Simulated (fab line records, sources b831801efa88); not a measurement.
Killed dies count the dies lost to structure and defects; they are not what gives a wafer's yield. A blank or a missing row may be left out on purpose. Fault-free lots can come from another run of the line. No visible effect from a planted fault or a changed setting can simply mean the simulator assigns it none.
fab line records ; flow sky130
record: lots: 6; wafers: 18; lastDay: 50
route steps=708 shown RES_XHIGH@339 SD_N@342 SD_P@359 PAD_OPEN@708
lots with no fault: from the same line, run without faults
startH: hours from the record's first day to the start of the lot's first wafer shown ; waitH: hours since the lot's step before ; " repeats the value in the row above ; L1.1+2: a single row standing in for several wafers ; - no value, or no start given ; * or withheld: withheld ; < > ~ a bound
route shown NAME@n: names a module that has steps shown in the file, with the first one's number in the route ; usual: the fault-free wafers' mean and standard deviation ; same: alike in all rows ; chamber/n: place in a boat ; sites: each site's reading ; _std_site: their standard deviation ; _edge_site: mean of outer sites minus mean of inner sites ; radiusMm: how far each site lies from the wafer's centre ; mask NAME#n: copy n ; behind: tool/chamber where the wafer was last shaped ; hold: cause of the lot's hold/its duration in hours/its outcome ; device: the transistor (n, p or np) that didn't switch ; end of line: at the end of the route, the tests of the same wafers ; for a step that has no rows: nothing shown but its recipe ; killed: dies lost to structure and defects at the first sort, not the wafer's yield ; map: per-die view of a wafer (x killed, . not killed, _ where there is no die)
set.NAME: the run value of the setting; set.NAME@STEP: its run value at that earlier step ; model.NAME: the simulator's own value behind a step, which no gauge read
a table for each step, a row for each wafer; lots at some steps of the route
services: from which hour (startH, from the record's first day; less than 0 if before it) a tool's chamber was out of use, for how many hours, and why
== steps ==
step: SKY_RES_XHIGH_IMPLANT_07
recipe: species: BF2; energyKev: 20; doseCm2: 3.6e+14; tiltDeg: 0
step: SKY_RES_XHIGH_STRIP_08
recipe: chemistry: O2/N2; powerW: 1400; pressureMtorr: 1500; platenTempC: withheld; o2FlowSccm: 3000; n2FlowSccm: 300; overashFraction: 0.5
usual: drypumpMotorCurrentA: 5.8/0.46; o2FlowSccm: 3001/8.7; oesProductAu: 0.711/0.0048; stripTimeToEndpointS: 14.27/0.044
lot.wafer;tool;chamber;startH;waitH;drypumpMotorCurrentA;o2FlowSccm;oesProductAu;rfHoursCounterH;stripTimeToEndpointS
L486.1;plasmaAsher-02;0;641.64;0.1;6.2;3004;0.712;84;14.25
L486.2;plasmaAsher-02;1;641.64;0.1;5.6;2989;0.697;84;14.24
L486.4;plasmaAsher-02;0;641.64;0.1;6.2;2989;0.706;-;14.24
L491.1;plasmaAsher-01;1;682.69;0.1;4.8;3005;0.704;99;14.29
L491.2;plasmaAsher-01;0;682.69;0.1;6.3;3011;0.704;99;14.26
L491.5;plasmaAsher-01;1;682.69;0.1;4.8;3003;0.707;-;14.29
L494.2;plasmaAsher-04;1;704.32;0.1;5.4;3003;0.711;28;14.19
L494.3;plasmaAsher-04;0;704.32;0.1;6.0;2999;0.717;-;14.21
L494.4;plasmaAsher-04;1;704.32;0.1;5.3;3002;0.712;-;14.17
L505.1;plasmaAsher-01;1;791.49;0.1;4.8;3004;0.712;4;14.29
L505.2;plasmaAsher-01;0;791.49;0.1;6.3;3002;0.702;4;14.26
L505.6;plasmaAsher-01;1;791.49;0.1;4.8;3018;0.712;-;14.30
L504.1;plasmaAsher-04;1;791.97;0.1;5.3;2990;0.706;37;14.27
L504.3;plasmaAsher-04;0;791.97;0.1;6.0;2978;0.723;-;14.24
L504.5;plasmaAsher-04;1;791.97;0.1;5.3;3007;0.703;-;14.26
L506.2;plasmaAsher-02;0;798.99;0.1;6.2;3001;0.707;100;14.30
L506.3;plasmaAsher-02;0;798.99;0.1;6.2;2999;0.711;-;14.27
L506.6;plasmaAsher-02;1;798.99;0.1;5.6;3010;0.708;-;14.34
step: SKY_RES_XHIGH_TW_MEAS_09
usual: RES_XHIGH_TW: 1632/12
lot.wafer;tool;chamber;startH;waitH;RES_XHIGH_TW
L486.1;filmMetro-02;-;641.74;0.1;1639
L486.2;filmMetro-02;-;641.74;0.1;1642
L486.4;filmMetro-02;-;641.74;0.1;1643
L491.1;filmMetro-02;-;682.79;0.1;1625
L491.2;filmMetro-02;-;682.79;0.1;1638
L491.5;filmMetro-02;-;682.79;0.1;1628
L494.2;filmMetro-03;-;704.43;0.1;1619
L494.3;filmMetro-03;-;704.43;0.1;1616
L494.4;filmMetro-03;-;704.43;0.1;1619
L505.1;filmMetro-03;-;791.59;0.1;1624
L505.2;filmMetro-03;-;791.59;0.1;1630
L505.6;filmMetro-03;-;791.59;0.1;1631
L504.1;filmMetro-01;-;792.07;0.1;1633
L504.3;filmMetro-01;-;792.07;0.1;1627
L504.5;filmMetro-01;-;792.07;0.1;1627
L506.2;filmMetro-03;-;799.10;0.1;1632
L506.3;filmMetro-03;-;799.10;0.1;1627
L506.6;filmMetro-03;-;799.10;0.1;1629
step: SKY_SD_N_DEHYDRATE_00
recipe: tempC: 200; timeS: 60
step: SKY_SD_N_HMDS_01
recipe: primeTimeS: 60; primeTempC: 120
step: SKY_SD_N_COAT_02
recipe: resist: NOVOLAK; spinRpm: 3000; resistThkNm: 1140
step: SKY_SD_N_SOFTBAKE_03
recipe: tempC: 90; timeS: 60; resist: NOVOLAK
step: SKY_SD_N_EXPOSE_04
recipe: maskId: NSDM; na: 0.6; sourceShape: conventional; sigmaOuter: 0.6; polarization: unpolarized; targetCdNm: 380; doseMj: 141
step: SKY_SD_N_PEB_05
recipe: tempC: withheld; timeS: *; resist: NOVOLAK
step: SKY_SD_N_DEVELOP_06
recipe: resist: NOVOLAK; developer: TMAH; developTimeS: 60; devTempC: 23
step: SKY_SD_N_CD_MEAS_07
recipe: targetCdNm: 380
usual: cdNm: 379.6/2.1
lot.wafer;tool;chamber;startH;waitH;cdNm
L486.1;cdSem-01;-;670.24;0.1;383.3
L486.2;cdSem-01;-;670.24;0.1;382.8
L486.4;cdSem-01;-;670.24;0.1;382.5
L491.1;cdSem-02;-;710.39;0.1;380.3
L491.2;cdSem-02;-;710.39;0.1;380.3
L491.5;cdSem-02;-;710.39;0.1;381.0
L494.2;cdSem-01;-;734.13;0.1;380.2
L494.3;cdSem-01;-;734.13;0.1;378.5
L494.4;cdSem-01;-;734.13;0.1;381.1
L505.1;cdSem-02;-;817.24;0.1;381.4
L505.2;cdSem-02;-;817.24;0.1;381.3
L505.6;cdSem-02;-;817.24;0.1;380.3
L504.1;cdSem-01;-;817.56;0.1;378.1
L504.3;cdSem-01;-;817.56;0.1;380.1
L504.5;cdSem-01;-;817.56;0.1;377.9
L506.2;cdSem-01;-;824.93;0.1;382.9
L506.3;cdSem-01;-;824.93;0.1;381.3
L506.6;cdSem-01;-;824.93;0.1;383.0
step: SKY_SD_N_OVL_MEAS_08
usual: SD_N_OVL: 0.4/1.2
lot.wafer;tool;chamber;startH;waitH;SD_N_OVL[nm]
L486.1;overlay-02;-;670.36;0.1;0.4
L486.2;overlay-02;-;670.36;0.1;0.9
L486.4;overlay-02;-;670.36;0.1;0.8
L491.1;overlay-02;-;710.51;0.1;-0.7
L491.2;overlay-02;-;710.51;0.1;-1.0
L491.5;overlay-02;-;710.51;0.1;-0.7
L494.2;overlay-01;-;734.23;0.1;0.0
L494.3;overlay-01;-;734.23;0.1;0.3
L494.4;overlay-01;-;734.23;0.1;-0.8
L505.1;overlay-01;-;817.36;0.1;1.8
L505.2;overlay-01;-;817.36;0.1;2.3
L505.6;overlay-01;-;817.36;0.1;2.5
L504.1;overlay-01;-;817.68;0.1;0.2
L504.3;overlay-01;-;817.68;0.1;-0.3
L504.5;overlay-01;-;817.68;0.1;-1.0
L506.2;overlay-02;-;825.04;0.1;3.1
L506.3;overlay-02;-;825.04;0.1;1.8
L506.6;overlay-02;-;825.04;0.1;1.9
step: SKY_SD_N_IMPLANT_09
recipe: species: As; energyKev: 50; doseCm2: 4e+15; tiltDeg: 0
usual: doseIonsCm2: 4e+15/4.8e+12; endStationPressureTorr: 1.4e-05/1.8e-06
same: implantIonAmu: 75
lot.wafer;tool;chamber;startH;waitH;doseIonsCm2;endStationPressureTorr
L486.1;implanter-02;0;670.39;0.0;4e+15;1.46e-05
L486.2;implanter-02;0;670.39;0.0;3.997e+15;1.4e-05
L486.4;implanter-02;0;670.39;0.0;3.998e+15;1.39e-05
L491.1;implanter-01;0;710.55;0.0;3.498e+15;1.31e-05
L491.2;implanter-01;0;710.55;0.0;3.505e+15;1.35e-05
L491.5;implanter-01;0;710.55;0.0;3.507e+15;1.29e-05
L494.2;implanter-01;0;734.29;0.0;3.507e+15;1.26e-05
L494.3;implanter-01;0;734.29;0.0;3.495e+15;1.18e-05
L494.4;implanter-01;0;734.29;0.0;3.509e+15;1.25e-05
L505.1;implanter-01;0;817.40;0.0;4.002e+15;1.18e-05
L505.2;implanter-01;0;817.40;0.0;4.002e+15;1.26e-05
L505.6;implanter-01;0;817.40;0.0;3.999e+15;1.26e-05
L504.1;implanter-02;0;817.71;0.0;3.997e+15;1.5e-05
L504.3;implanter-02;0;817.71;0.0;4.001e+15;1.44e-05
L504.5;implanter-02;0;817.71;0.0;3.995e+15;1.43e-05
L506.2;implanter-02;0;825.09;0.0;3.993e+15;1.38e-05
L506.3;implanter-02;0;825.09;0.0;3.996e+15;1.45e-05
L506.6;implanter-02;0;825.09;0.0;4.002e+15;1.49e-05
step: SKY_SD_N_IMPLANT_10
recipe: species: P; energyKev: 20; doseCm2: 1e+14; tiltDeg: 0
step: SKY_SD_N_STRIP_11
recipe: chemistry: O2/N2; powerW: 1400; pressureMtorr: 1500; platenTempC: withheld; o2FlowSccm: 3000; n2FlowSccm: 300; overashFraction: 0.5
usual: drypumpMotorCurrentA: 5.8/0.37; o2FlowSccm: 3001/10; oesProductAu: 0.527/0.0044; stripTimeToEndpointS: 22.56/0.042
lot.wafer;tool;chamber;startH;waitH;drypumpMotorCurrentA;o2FlowSccm;oesProductAu;rfHoursCounterH;stripTimeToEndpointS
L486.1;plasmaAsher-04;1;670.69;0.1;5.4;2998;0.536;25;22.57
L486.2;plasmaAsher-04;0;670.69;0.1;6.0;2999;0.525;25;22.52
L486.4;plasmaAsher-04;1;670.69;0.1;5.4;3002;0.533;-;22.58
L491.1;plasmaAsher-04;0;710.85;0.1;6.0;3004;0.533;29;22.07
L491.2;plasmaAsher-04;1;710.85;0.1;5.4;2996;0.538;29;22.12
L491.5;plasmaAsher-04;1;710.85;0.1;5.4;3007;0.526;-;22.08
L494.2;plasmaAsher-04;0;734.56;0.1;6.0;2996;0.528;31;22.07
L494.3;plasmaAsher-04;0;734.56;0.1;6.0;2976;0.536;-;22.06
L494.4;plasmaAsher-04;1;734.56;0.1;5.4;2992;0.528;-;22.03
L505.1;plasmaAsher-04;0;817.70;0.1;6.0;3005;0.519;39;22.59
L505.2;plasmaAsher-04;1;817.70;0.1;5.3;3005;0.523;39;22.65
L505.6;plasmaAsher-04;0;817.70;0.1;6.0;2997;0.530;-;22.63
L504.1;plasmaAsher-03;0;818.01;0.1;6.2;3000;0.524;66;22.50
L504.3;plasmaAsher-03;0;818.01;0.1;6.2;3010;0.532;-;22.55
L504.5;plasmaAsher-03;1;818.01;0.1;5.4;3002;0.529;-;22.49
L506.2;plasmaAsher-03;1;825.37;0.1;5.3;2991;0.534;66;22.64
L506.3;plasmaAsher-03;1;825.37;0.1;5.3;2993;0.523;-;22.65
L506.6;plasmaAsher-03;1;825.37;0.1;5.3;3005;0.529;-;22.65
step: SKY_SD_N_TW_MEAS_12
usual: SD_N_TW: 3976/32
lot.wafer;tool;chamber;startH;waitH;SD_N_TW
L486.1;filmMetro-03;-;670.79;0.1;3949
L486.2;filmMetro-03;-;670.79;0.1;3948
L486.4;filmMetro-03;-;670.79;0.1;3950
L491.1;filmMetro-01;-;710.95;0.1;4009
L491.2;filmMetro-01;-;710.95;0.1;3979
L491.5;filmMetro-01;-;710.95;0.1;3985
L494.2;filmMetro-03;-;734.67;0.1;3945
L494.3;filmMetro-03;-;734.67;0.1;3928
L494.4;filmMetro-03;-;734.67;0.1;3953
L505.1;filmMetro-03;-;817.80;0.1;3978
L505.2;filmMetro-03;-;817.80;0.1;3949
L505.6;filmMetro-03;-;817.80;0.1;3966
L504.1;filmMetro-03;-;818.11;0.1;3973
L504.3;filmMetro-03;-;818.11;0.1;3956
L504.5;filmMetro-03;-;818.11;0.1;3944
L506.2;filmMetro-02;-;825.48;0.1;3956
L506.3;filmMetro-02;-;825.48;0.1;3922
L506.6;filmMetro-02;-;825.48;0.1;3923
step: SKY_SD_N_CLEAN_13
recipe: chemistry: SC1/SC2; mix: 1:4:20; tempC: 70; timeS: 150; dry: n2Spin
step: SKY_SD_N_RTA_14
recipe: tempC: 1075; timeS: 2; idleTempC: 650; rampUpCPerS: 150; rampDownCPerS: 90; ambient: N2
usual: lampPowerPct: 15.73/0.05; wafer_temp_C_max: 1078.1/1.3
lot.wafer;tool;chamber;startH;waitH;lampPowerPct;wafer_temp_C_max
L486.1;rtpAnneal-01;0;670.90;0.0;15.77;1078.8
L486.2;rtpAnneal-01;0;670.90;0.0;15.78;1076.7
L486.4;rtpAnneal-01;0;670.90;0.0;15.71;1077.9
L491.1;rtpAnneal-01;0;711.06;0.0;15.74;1076.2
L491.2;rtpAnneal-01;0;711.06;0.0;15.69;1078.7
L491.5;rtpAnneal-01;0;711.06;0.0;15.70;1079.8
L494.2;rtpAnneal-02;0;734.78;0.0;15.67;1076.5
L494.3;rtpAnneal-02;0;734.78;0.0;15.64;1079.2
L494.4;rtpAnneal-02;0;734.78;0.0;15.65;1077.6
L505.1;rtpAnneal-02;0;817.91;0.0;15.75;1078.4
L505.2;rtpAnneal-02;0;817.91;0.0;15.75;1078.3
L505.6;rtpAnneal-02;0;817.91;0.0;15.79;1080.0
L504.1;rtpAnneal-01;0;818.22;0.0;15.77;1076.0
L504.3;rtpAnneal-01;0;818.22;0.0;15.79;1077.4
L504.5;rtpAnneal-01;0;818.22;0.0;15.77;1080.2
L506.2;rtpAnneal-02;0;825.59;0.0;15.73;1075.9
L506.3;rtpAnneal-02;0;825.59;0.0;15.71;1079.1
L506.6;rtpAnneal-02;0;825.59;0.0;15.72;1080.5
step: SKY_SD_N_RS_MEAS_16
recipe: thkMeasGauge: four-point-probe
usual: SD_N_RS: 68.57/0.11
lot.wafer;tool;chamber;startH;waitH;SD_N_RS[ohm/sq]
L486.1;filmMetro-02;-;671.13;0.1;68.52
L486.2;filmMetro-02;-;671.13;0.1;68.44
L486.4;filmMetro-02;-;671.13;0.1;68.51
L491.1;filmMetro-02;-;711.23;0.1;69.69
L491.2;filmMetro-02;-;711.23;0.1;69.65
L491.5;filmMetro-02;-;711.23;0.1;69.75
L494.2;filmMetro-03;-;734.97;0.1;69.70
L494.3;filmMetro-03;-;734.97;0.1;69.77
L494.4;filmMetro-03;-;734.97;0.1;69.84
L505.1;filmMetro-02;-;818.08;0.1;68.41
L505.2;filmMetro-02;-;818.08;0.1;68.58
L505.6;filmMetro-02;-;818.08;0.1;68.66
L504.1;filmMetro-03;-;818.46;0.1;68.61
L504.3;filmMetro-03;-;818.46;0.1;68.29
L504.5;filmMetro-03;-;818.46;0.1;68.60
L506.2;filmMetro-03;-;825.77;0.1;68.31
L506.3;filmMetro-03;-;825.77;0.1;68.36
L506.6;filmMetro-03;-;825.77;0.1;68.57
step: SKY_SD_N_RS_MEAS_17
recipe: thkMeasGauge: four-point-probe
usual: SD_P_RS: 147.2/0.37
lot.wafer;tool;chamber;startH;waitH;SD_P_RS[ohm/sq]
L486.1;filmMetro-02;-;671.25;0.1;146.9
L486.2;filmMetro-02;-;671.25;0.1;146.6
L486.4;filmMetro-02;-;671.25;0.1;146.7
L491.1;filmMetro-02;-;711.35;0.1;147.5
L491.2;filmMetro-02;-;711.35;0.1;147.3
L491.5;filmMetro-02;-;711.35;0.1;147.5
L494.2;filmMetro-03;-;735.09;0.1;147.0
L494.3;filmMetro-03;-;735.09;0.1;147.5
L494.4;filmMetro-03;-;735.09;0.1;147.1
L505.1;filmMetro-02;-;818.20;0.1;147.3
L505.2;filmMetro-02;-;818.20;0.1;147.2
L505.6;filmMetro-02;-;818.20;0.1;147.1
L504.1;filmMetro-03;-;818.58;0.1;146.8
L504.3;filmMetro-03;-;818.58;0.1;146.5
L504.5;filmMetro-03;-;818.58;0.1;146.9
L506.2;filmMetro-03;-;825.89;0.1;146.8
L506.3;filmMetro-03;-;825.89;0.1;146.5
L506.6;filmMetro-03;-;825.89;0.1;147.0
step: SKY_PAD_OPEN_PROBE_99
usual: killed_at_M0_to_M3: 44/6.3; killed_at_M4_up: 2.8/1.7; killedAtContacts: 25/5.8; killedAtFrontEnd: 14/4.4; killedAtOther: 0.3/0.49; killedDies: 86/8.7; killedOpen: 48/5.8; killedShort: 38/6
same: grossDies: 492; killedAtBackSide: 0
lot.wafer;tool;chamber;startH;waitH;killed_at_M0_to_M3;killed_at_M4_up;killedAtContacts;killedAtFrontEnd;killedAtOther;killedDies;killedOpen;killedShort;model.etest.resNdiff.lineOhmUm;model.etest.resNdiffHv.rsOhmSq;model.etest.resNdiff.rsOhmSq
L486.1;prober-01;-;1092.36;0.1;50;1;21;11;0;83;48;35;771.3;114.9;121
L486.2;prober-01;-;1092.41;0.1;57;2;20;9;0;88;41;47;764.4;113.9;120.9
L486.4;prober-01;-;1092.51;0.2;53;4;21;15;0;93;51;42;766.5;114.9;120.8
L491.1;prober-02;-;1124.46;0.1;42;3;29;15;1;90;57;33;787.3;116.4;121.9
L491.2;prober-02;-;1124.51;0.1;49;1;17;20;0;87;50;37;795.1;117.7;122.7
L491.5;prober-02;-;1124.66;0.2;39;3;37;15;0;94;43;51;793.8;116.1;123.4
L494.2;prober-01;-;1139.58;0.1;38;2;31;18;0;89;55;34;812.6;118.8;123.9
L494.3;prober-01;-;1139.63;0.2;45;3;23;14;0;85;58;27;824.2;118.6;125.6
L494.4;prober-01;-;1139.68;0.2;44;3;13;16;0;76;43;33;803.5;118;124.9
L505.1;prober-01;-;1195.15;0.1;54;3;23;15;1;96;48;48;768.1;114.2;119.9
L505.2;prober-01;-;1195.20;0.1;41;1;19;16;0;77;53;24;767.6;113.6;119.3
L505.6;prober-01;-;1195.40;0.2;41;6;18;11;0;76;40;36;775.9;113.8;119.7
L504.1;prober-02;-;1195.46;0.1;48;2;25;10;0;85;43;42;768.3;115.6;122.1
L504.3;prober-02;-;1195.56;0.2;41;3;19;13;1;77;44;33;775.3;114.6;121.8
L504.5;prober-02;-;1195.66;0.2;45;4;27;12;0;88;47;41;769.1;115.2;122.2
L506.2;prober-01;-;1196.70;0.1;55;6;16;10;0;87;50;37;777.2;116;120.6
L506.3;prober-01;-;1196.75;0.2;46;2;19;6;0;73;39;34;778.7;116.2;121.7
L506.6;prober-01;-;1196.90;0.2;44;3;17;15;1;80;43;37;764.2;115.3;121.9
killed by level:class
L486.1 VIA1:geometricParticle:open=11 CONTACT:geometricParticle:open=11 VIA3:geometricParticle:open=7 VIA2:geometricParticle:short=7 VIA2:geometricParticle:open=7 METAL1:geometricParticle:short=6 POLY_GATE:geometricParticle:open=4 LI_CONTACT:geometricParticle:open=4
L486.2 CONTACT:geometricParticle:open=9 VIA2:geometricParticle:open=9 METAL1:geometricParticle:short=8 VIA3:geometricParticle:short=7 METAL2:geometricParticle:short=6 VIA1:geometricParticle:open=5 VIA2:geometricParticle:short=5 VIA3:geometricParticle:open=5
L486.4 CONTACT:geometricParticle:open=13 METAL1:geometricParticle:short=12 VIA1:geometricParticle:open=11 METAL2:geometricParticle:short=7 VIA1:geometricParticle:short=6 VIA2:geometricParticle:open=5 POLY_GATE:geometricParticle:short=4 LI_CONTACT:geometricParticle:open=4
L491.1 CONTACT:geometricParticle:open=15 VIA1:geometricParticle:open=8 VIA2:geometricParticle:open=6 VIA3:geometricParticle:open=6 LI_CONTACT:geometricParticle:open=5 METAL2:geometricParticle:short=5 FIELD_ISO:geometricParticle:open=4 POLY_GATE:geometricParticle:open=4
L491.2 VIA3:geometricParticle:open=11 METAL2:geometricParticle:short=9 VIA2:geometricParticle:open=8 FIELD_ISO:geometricParticle:short=7 LI_CONTACT:geometricParticle:open=7 FIELD_ISO:geometricParticle:open=6 VIA1:geometricParticle:open=6 CONTACT:geometricParticle:open=4
L491.5 LI_CONTACT:geometricParticle:open=12 CONTACT:geometricParticle:open=11 VIA1:geometricParticle:open=8 CONTACT:geometricParticle:short=7 LOCAL_INTERCONNECT:geometricParticle:short=6 VIA2:geometricParticle:short=5 VIA3:geometricParticle:open=5 FIELD_ISO:geometricParticle:short=4
L494.2 LI_CONTACT:geometricParticle:open=12 VIA1:geometricParticle:open=10 CONTACT:geometricParticle:open=10 VIA2:geometricParticle:open=6 VIA3:geometricParticle:open=6 METAL2:geometricParticle:short=5 CONTACT:geometricParticle:short=5 POLY_GATE:geometricParticle:open=4
L494.3 VIA1:geometricParticle:open=14 CONTACT:geometricParticle:open=10 VIA3:geometricParticle:open=8 LI_CONTACT:geometricParticle:open=5 VIA2:geometricParticle:open=5 METAL3:geometricParticle:short=5 FIELD_ISO:geometricParticle:open=4 CONTACT:geometricParticle:short=4
L494.4 VIA1:geometricParticle:open=14 VIA3:geometricParticle:open=6 VIA2:geometricParticle:open=6 POLY_GATE:geometricParticle:open=5 CONTACT:geometricParticle:short=4 METAL2:geometricParticle:short=4 POLY_GATE:geometricParticle:short=3 VIA1:geometricParticle:short=3
L505.1 METAL1:geometricParticle:short=12 VIA1:geometricParticle:open=9 VIA1:geometricParticle:short=8 VIA2:geometricParticle:open=7 POLY_GATE:geometricParticle:open=6 LI_CONTACT:geometricParticle:open=6 CONTACT:geometricParticle:open=6 VIA3:geometricParticle:open=6
L505.2 VIA3:geometricParticle:open=12 CONTACT:geometricParticle:open=11 VIA1:geometricParticle:open=11 METAL1:geometricParticle:short=5 POLY_GATE:geometricParticle:open=4 VIA2:geometricParticle:open=4 SPACER:geometricParticle:open=3 LI_CONTACT:geometricParticle:open=3
L505.6 CONTACT:geometricParticle:open=9 VIA1:geometricParticle:open=8 VIA1:geometricParticle:short=6 METAL4:geometricParticle:short=6 VIA2:geometricParticle:short=5 VIA2:geometricParticle:open=4 LI_CONTACT:geometricParticle:open=4 METAL2:geometricParticle:short=4
L504.1 VIA1:geometricParticle:open=13 CONTACT:geometricParticle:open=9 LOCAL_INTERCONNECT:geometricParticle:short=6 CONTACT:geometricParticle:short=6 METAL2:geometricParticle:short=6 VIA2:geometricParticle:open=5 METAL3:geometricParticle:short=5 LI_CONTACT:geometricParticle:open=4
L504.3 VIA3:geometricParticle:open=9 VIA1:geometricParticle:open=8 VIA2:geometricParticle:open=7 CONTACT:geometricParticle:open=6 LI_CONTACT:geometricParticle:open=5 VIA1:geometricParticle:short=5 POLY_GATE:geometricParticle:short=4 CONTACT:geometricParticle:short=4
L504.5 CONTACT:geometricParticle:open=13 VIA1:geometricParticle:open=9 VIA3:geometricParticle:open=9 CONTACT:geometricParticle:short=7 METAL1:geometricParticle:short=5 VIA1:geometricParticle:short=5 VIA3:geometricParticle:short=5 FIELD_ISO:geometricParticle:short=4
L506.2 VIA1:geometricParticle:open=20 VIA2:geometricParticle:open=8 VIA1:geometricParticle:short=7 METAL2:geometricParticle:short=6 POLY_GATE:geometricParticle:short=5 CONTACT:geometricParticle:open=5 VIA3:geometricParticle:open=5 LI_CONTACT:geometricParticle:open=4
L506.3 METAL1:geometricParticle:short=11 VIA1:geometricParticle:open=10 CONTACT:geometricParticle:open=7 VIA3:geometricParticle:open=6 VIA2:geometricParticle:open=6 LOCAL_INTERCONNECT:geometricParticle:short=5 CONTACT:geometricParticle:short=3 VIA1:geometricParticle:short=3
L506.6 VIA1:geometricParticle:open=12 CONTACT:geometricParticle:open=8 VIA1:geometricParticle:short=7 METAL2:geometricParticle:short=6 POLY_GATE:geometricParticle:short=5 POLY_GATE:geometricParticle:open=5 VIA2:geometricParticle:open=5 VIA3:geometricParticle:open=4
== services ==
tool;chamber;startH;hours;kind
plasmaAsher-02;-;618.78;1.1;repair
implanter-01;-;622.19;3.4;repair
implanter-02;-;674.35;3.8;repair
plasmaAsher-04;-;674.46;8.6;repair
rtpAnneal-02;-;687.66;4.7;pm
rtpAnneal-01;-;692.35;2.0;pm
plasmaAsher-01;-;733.75;9.0;pm
plasmaAsher-01;0;733.75;9.0;ventCycle
plasmaAsher-01;1;733.75;9.0;ventCycle
plasmaAsher-01;0;742.75;-;clean
plasmaAsher-01;1;742.75;-;clean
implanter-02;-;744.56;3.7;repair
plasmaAsher-01;-;746.86;4.0;repair
plasmaAsher-02;-;781.52;1.0;repair
implanter-01;-;787.07;1.3;repair
plasmaAsher-03;-;790.02;0.8;repair
implanter-02;-;804.80;5.4;pm
== key ==
firstSign: step: SKY_SD_N_IMPLANT_09; reading: doseIonsCm2; direction: down; sigmas: 99+; usual: *; struck: *
effect: step: SKY_SD_N_STRIP_11; reading: stripTimeToEndpointS; direction: down; sigmas: 12; usual: *; struck: *
effect: step: SKY_SD_N_RS_MEAS_16; reading: SD_N_RS; direction: up; sigmas: 11; usual: 68.57; struck: 69.73
modelEffect: step: SKY_PAD_OPEN_PROBE_99; value: etest.resNdiff.lineOhmUm; without: 779.5; struck: 802.8
metAt SKY_SD_N_IMPLANT_09
struckWafers L491.1,L491.2,L491.5,L494.2,L494.3,L494.4
testerLeftOut L491,L494
fault: kind: processParameterDrift; tool: implanter-01; chamber: -; onsetH: 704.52; steps: SKY_SD_N_IMPLANT_09; channel: doseCm2; offset: *; shape: step; endH: 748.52; actsIn: *; stated: *
testerLeftOut: of these lots the tester's yield and bins aren't shown, on N5 and GAA mostly nor the transistor test; their killed dies are dies lost to structure and defects alone, not to doping, threshold or leakage, so they don't give the yield
